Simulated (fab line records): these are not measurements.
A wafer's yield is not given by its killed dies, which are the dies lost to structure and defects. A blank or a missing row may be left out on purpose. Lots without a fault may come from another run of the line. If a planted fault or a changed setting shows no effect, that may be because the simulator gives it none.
A lot that was struck, set against a sound lot ; flow sky130 ; 20 out of 708 route steps
Sound: the wafers L852.1, L852.4, L852.5. Wafers struck: L842.4, L842.5, L842.6. Last of all comes the cause.
Per side, at each step with rows, come the tool, then ch with its chambers, and then its first start. Under that, the readings that differ: sound wafers ; struck wafers ; difference of the means ; sigmas: that difference in standard deviations of wafers without a fault.
alike: a reading whose means differ by less than 2 such deviations, as well as words and numbers matching on both sides. not compared: withheld readings; readings where some wafer has no value; bounds like >300 that might hide an equal value; numbers whose values overlap and for which the record gives no deviation.
Wherever a step has rows on one side only, a row that says differs or no value, or a row with sigmas, the two part there. When numbers do not overlap yet have no deviation, they are printed without sigmas and do not part them. Lack of a reading on every wafer of one side parts them only where that side has two or more wafers.

first, 8 steps without rows for these wafers: SKY_RES_XHIGH_DEHYDRATE_00 (time 60 s); SKY_RES_XHIGH_HMDS_01 (prime time 60 s); SKY_RES_XHIGH_COAT_02 (resist thk 1140 nm); SKY_RES_XHIGH_SOFTBAKE_03 (time 60 s); SKY_RES_XHIGH_EXPOSE_04 (exposes mask URPM, target cd 1270 nm); SKY_RES_XHIGH_PEB_05; SKY_RES_XHIGH_DEVELOP_06 (develop time 60 s); SKY_RES_XHIGH_IMPLANT_07.
SKY_RES_XHIGH_STRIP_08: strips in O2/N2.
  sound on plasma asher-03 ch 0,1, day 32 15:56; struck on plasma asher-01 ch 0,1, day 29 18:43
reading;sound;struck;difference;sigmas
n2 flow sccm (sccm);299.6 299.6 299.8;301.5 301.9 301.4;+1.9;+2
  alike: drypump motor current A, oes product au, strip time to endpoint s
  not compared: rf hours counter h
SKY_RES_XHIGH_TW_MEAS_09:
  struck on film metro-04, day 29 18:49; sound on film metro-03, day 32 16:02
  alike: RES_XHIGH_TW
then, 2 steps without rows for these wafers: SKY_SD_N_DEHYDRATE_00 (time 60 s); SKY_SD_N_HMDS_01 (prime time 60 s).
SKY_SD_N_COAT_02: resist thk 1140 nm.
  sound on litho track-03 ch 0, day 33 05:21; struck on litho track-01, day 30 08:37
  no value came back on the struck wafers for chill plate temp C (C), dispense pressure kPa (kPa), spin speed rpm (rpm); on the sound wafers chill plate temp C (C) reads 23.08 22.92 22.92
then, 4 steps without rows for these wafers: SKY_SD_N_SOFTBAKE_03 (time 60 s); SKY_SD_N_EXPOSE_04 (exposes mask NSDM, target cd 380 nm); SKY_SD_N_PEB_05; SKY_SD_N_DEVELOP_06 (develop time 60 s).
SKY_SD_N_CD_MEAS_07: target cd 380 nm.
  struck on cd sem-02, day 30 22:48; sound on cd sem-02, day 33 19:09
reading;sound;struck;difference;sigmas
cd nm (nm);377.4 379.2 377.0;- - -;no value on the struck wafers;
SKY_SD_N_OVL_MEAS_08:
  struck on overlay-02, day 30 22:53; sound on overlay-02, day 33 19:16
reading;sound;struck;difference;sigmas
SD_N_OVL (nm);1.0 0.2 0.4;- - -;no value on the struck wafers;
-- a jump in the record: the struck wafers' starts before and after are 17 days apart (it breaks off in module SD_N and resumes in module PAD_OPEN, where the first step shown is number 708 of the route) --
SKY_PAD_OPEN_PROBE_99:
  rows exist in the record for the struck wafers here (prober-02, day 47 23:34), but not for the sound ones

== WHERE THEY PART ==
At SKY_RES_XHIGH_STRIP_08 first; at SKY_PAD_OPEN_PROBE_99 last (within this record only).

WHY: what had been put in by the simulator
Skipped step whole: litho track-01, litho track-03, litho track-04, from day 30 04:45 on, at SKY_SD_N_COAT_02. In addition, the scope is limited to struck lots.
